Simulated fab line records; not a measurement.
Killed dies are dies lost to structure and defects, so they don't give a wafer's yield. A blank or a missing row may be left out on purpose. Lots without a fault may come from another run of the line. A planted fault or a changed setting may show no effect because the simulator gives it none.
A struck lot beside a sound one / flow sky130 / 15 out of 708 route steps
Sound: these wafers, L478.1, L478.3, L478.6. The struck wafers were L486.2, L486.5, L486.6. The cause is named last.
For every step that has rows: the tool of each side, followed by ch and its chambers, followed by its first start. Under that, the readings that differ: sound wafers / struck wafers / difference of the means / sigmas: that difference in standard deviations of wafers without a fault.
alike: readings with means less than 2 such deviations apart, plus words and numbers identical on both sides. not compared: withheld readings, readings lacking a value on some wafer, bounds such as >300 that could conceal the same value, and numbers that have no deviation in the record and whose values overlap.
A row with sigmas, a row that says differs or no value, or rows on one side alone: a step with any of these is where the two part. Numbers that don't overlap but have no deviation are shown without sigmas and don't part them. A reading that every wafer of one side lacks parts them only if that side has two wafers or more.

first, 3 steps without rows for these wafers: SKY_SONOS_TUNNEL_EXPOSE_04 (exposes mask TUNM, target cd 410 nm); SKY_SONOS_TUNNEL_PEB_05; SKY_SONOS_TUNNEL_DEVELOP_06 (develop time 60 s).
SKY_SONOS_TUNNEL_CD_MEAS_07: target cd 410 nm.
  struck on cd-sem-02, day 14 17:40; sound on cd-sem-01, day 11 10:43
  alike: cd-nm
SKY_SONOS_TUNNEL_OVL_MEAS_08:
  struck on overlay-02, day 14 17:46; sound on overlay-02, day 11 10:50
  alike: SONOS_TUNNEL_OVL
then, 3 steps without rows for these wafers: SKY_SONOS_TUNNEL_IMPLANT_09; SKY_SONOS_TUNNEL_WET_ETCH_10 (etches SiO2 in dHF, target depth 14 nm, time 280 s); SKY_SONOS_TUNNEL_STRIP_11 (strips in SPM, time 600 s).
SKY_SONOS_TUNNEL_TW_MEAS_12:
  struck on film-metro-01, day 14 18:18; sound on film-metro-03, day 11 11:16
  alike: SONOS_TUNNEL_TW
then, 2 steps without rows for these wafers: SKY_SONOS_TUNNEL_CLEAN_13 (cleans in dHF, time 20 s); SKY_SONOS_ONO_OXIDATION_00 (stabilise 600 s, purge 300 s, target thk 2.6 nm).
SKY_SONOS_ONO_THK_MEAS_01:
  struck on film-metro-03, day 14 21:58; sound on film-metro-02, day 11 13:57
reading=SONOS_ONO_OXIDATION_THK (nm); sound=2.82 2.86 2.95; struck=3.12 3.04 3.06; difference=+0.20; sigmas=+3
SKY_SONOS_ONO_CVD_02: deposits Si3N4 from DCS/NH3, target thk 10.5 nm, time 180 s.
  sound on lpcvd-02 ch 0, day 11 14:58; struck on lpcvd-02 ch 0, day 14 23:17
reading=spike-tc-centre-C (C); sound=772.2 771.0 773.5; struck=785.0 784.9 785.0; difference=+12.7; sigmas=+13
reading=zone-power-centre-pct (%); sound=12.51 12.59 12.47; struck=15.80 15.48 15.48; difference=+3.06; sigmas=+13
reading=zone-power-lower-pct (%); sound=11.63 11.80 11.73; struck=10.34 10.19 10.13; difference=-1.50; sigmas=-7
reading=zone-power-upper-pct (%); sound=12.39 12.32 12.18; struck=10.63 10.77 10.63; difference=-1.62; sigmas=-12
reading=model.Si3N4_of_SONOS_ONO_CVD_02.thk-nm (nm); sound=10.33 10.26 10.16; struck=10.97 10.5 10.54; difference=+0.42; sigmas=
SKY_SONOS_ONO_THK_MEAS_03:
  struck on film-metro-01, day 15 00:35; sound on film-metro-01, day 11 16:01
reading=SONOS_ONO_CVD_02_THK (nm); sound=10.36 10.27 10.16; struck=10.97 10.49 10.49; difference=+0.39; sigmas=+3
  not compared: hold
-- the record jumps here: 33 days lie between the struck wafers' starts before and after (it left off in module SONOS_ONO and takes up again in module PAD_OPEN, whose first step shown is number 708 of the route) --
SKY_PAD_OPEN_PROBE_99:
  struck on prober-02, day 48 08:21; sound on prober-02, day 45 17:51
reading=model.etest.sonos-erased.drive-ua-um; sound=189.3 178.7 190.3; struck=130 163.7 176.7; difference=-29; sigmas=
reading=model.etest.cap-ono.gate-log10-a-cm2; sound=-8.123 -7.982 -8.018; struck=-8.74 -8.435 -8.505; difference=-0.52; sigmas=
reading=model.etest.cap-ono.tox-acc-nm (nm); sound=13.05 12.91 13; struck=13.49 13.33 13.3; difference=+0.39; sigmas=
reading=model.etest.sonos-programmed.vt-v (V); sound=1.46 1.529 1.504; struck=1.296 1.393 1.335; difference=-0.156; sigmas=
reading=model.etest.sonos-erased.vt-v (V); sound=-2.238 -2.24 -2.24; struck=-1.84 -2.002 -2.034; difference=+0.28; sigmas=
reading=model.etest.sonos-baked.vt-v (V); sound=1.052 1.064 0.9884; struck=0.9135 0.9509 0.9304; difference=-0.1032; sigmas=
  not compared: model.etest.cap-ono.gate-bv-v, model.etest.sonos-programmed.off-log10-a-um

WHERE THEY PART
First at SKY_SONOS_ONO_THK_MEAS_01; last, within this record, at SKY_SONOS_ONO_THK_MEAS_03.

WHY: what had been put in by the simulator
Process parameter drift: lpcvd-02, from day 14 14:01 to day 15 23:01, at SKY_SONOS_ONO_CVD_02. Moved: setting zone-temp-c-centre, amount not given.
